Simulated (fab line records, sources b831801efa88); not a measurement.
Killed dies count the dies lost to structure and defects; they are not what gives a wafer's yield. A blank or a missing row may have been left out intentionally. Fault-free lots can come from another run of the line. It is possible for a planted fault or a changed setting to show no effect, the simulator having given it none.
Matching of chambers + flow sky130 + SKY_CONTACT_CMP_04 on cmp-01 has 4 sister chambers
The step polishes SiO2. 21 wafers are shown with their chamber, then 10 later ones without.

== WAFERS, EACH WITH ITS CHAMBER ==
| wafer  | chamber | motor-current-A (A) | time-to-endpoint-s (s) | edge-zone-pressure-frac |
|--------|---------|---------------------|------------------------|-------------------------|
| L578.1 | 3       | 11.4                | 90                     | 0.999                   |
| L578.4 | 2       | 13.5                | 80                     | 0.994                   |
| L578.6 | 2       | 13.8                | 79                     | 1.001                   |
| L579.1 | 3       | 11.8                | 88                     | 1.000                   |
| L579.2 | 2       | 13.8                | 85                     | 0.994                   |
| L579.6 | 0       | 14.6                | 84                     | 1.007                   |
| L583.1 | 3       | 11.9                | 84                     | 1.005                   |
| L583.2 | 2       | 13.9                | 81                     | 0.994                   |
| L583.3 | 0       | 13.8                | 74                     | 0.996                   |
| L585.2 | 2       | 14.0                | 70                     | 0.999                   |
| L585.5 | 3       | 11.5                | 80                     | 0.999                   |
| L587.4 | 1       | 9.6                 | 77                     | 0.994                   |
| L589.4 | 0       | 14.1                | 76                     | 0.993                   |
| L596.3 | 3       | 11.4                | 83                     | 1.001                   |
| L596.5 | 2       | 13.2                | 81                     | 1.001                   |
| L596.6 | 1       | 9.1                 | 77                     | 1.007                   |
| L597.2 | 1       | 9.3                 | 77                     | 1.006                   |
| L597.5 | 3       | 11.3                | 85                     | 1.002                   |
| L597.6 | 2       | 13.6                | 84                     | 0.994                   |
| L598.2 | 3       | 11.8                | 85                     | 0.995                   |
| L598.3 | 0       | 13.4                | 81                     | 0.995                   |

SIGNATURES (averages over the wafers above)
| reading                 | chamber 0 | chamber 1 | chamber 2 | chamber 3 | scatter within a chamber |
|-------------------------|-----------|-----------|-----------|-----------|--------------------------|
| motor-current-A         | 13.975    | 9.333     | 13.686    | 11.586    | 0.315                    |
| time-to-endpoint-s      | 78.75     | 77.00     | 80.00     | 85.00     | 3.99                     |
| edge-zone-pressure-frac | 0.99775   | 1.00233   | 0.99671   | 1.00014   | 0.00455                  |
Rule: for a wafer and a chamber, the distance is found by dividing, reading by reading, the gap between the wafer's reading and the chamber's mean by the reading's scatter, squaring, summing and taking the root. The wafer belongs to the nearest chamber; if the next one is less than 2 further off, it can't be placed. How the scatter is found: for the shown wafers, subtract from each reading the mean of its chamber, square and add these, divide the total by (wafers less chambers), then take the root.

== WAFERS WITHOUT THEIR CHAMBER ==
| wafer  | motor-current-A (A) | time-to-endpoint-s (s) | edge-zone-pressure-frac |
|--------|---------------------|------------------------|-------------------------|
| L598.4 | 14.2                | 86                     | 1.000                   |
| L599.4 | 13.1                | 86                     | 0.994                   |
| L599.5 | 14.0                | 86                     | 0.993                   |
| L599.6 | 12.0                | 89                     | 1.004                   |
| L600.1 | 13.4                | 80                     | 0.997                   |
| L600.3 | 11.6                | 89                     | 1.000                   |
| L600.5 | 13.3                | 86                     | 0.999                   |
| L601.1 | 14.0                | 88                     | 1.005                   |
| L601.2 | 9.8                 | 80                     | 0.996                   |
| L601.5 | 9.2                 | 86                     | 1.000                   |

== WHICH CHAMBER EACH WENT THROUGH ==
| wafer  | from the rows above     | in truth |
|--------|-------------------------|----------|
| L598.4 | can't be placed: 0 or 2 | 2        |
| L599.4 | can't be placed: 2 or 0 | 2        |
| L599.5 | can't be placed: 2 or 0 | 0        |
| L599.6 | 3                       | 3        |
| L600.1 | can't be placed: 2 or 0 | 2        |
| L600.3 | 3                       | 3        |
| L600.5 | can't be placed: 2 or 0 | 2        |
| L601.1 | can't be placed: 0 or 2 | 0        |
| L601.2 | 1                       | 1        |
| L601.5 | 1                       | 1        |
Placed correctly: 4 of 10. Can't be placed from these rows: 6 (the true chamber is among the candidates in 6). Number placed wrongly: 0.
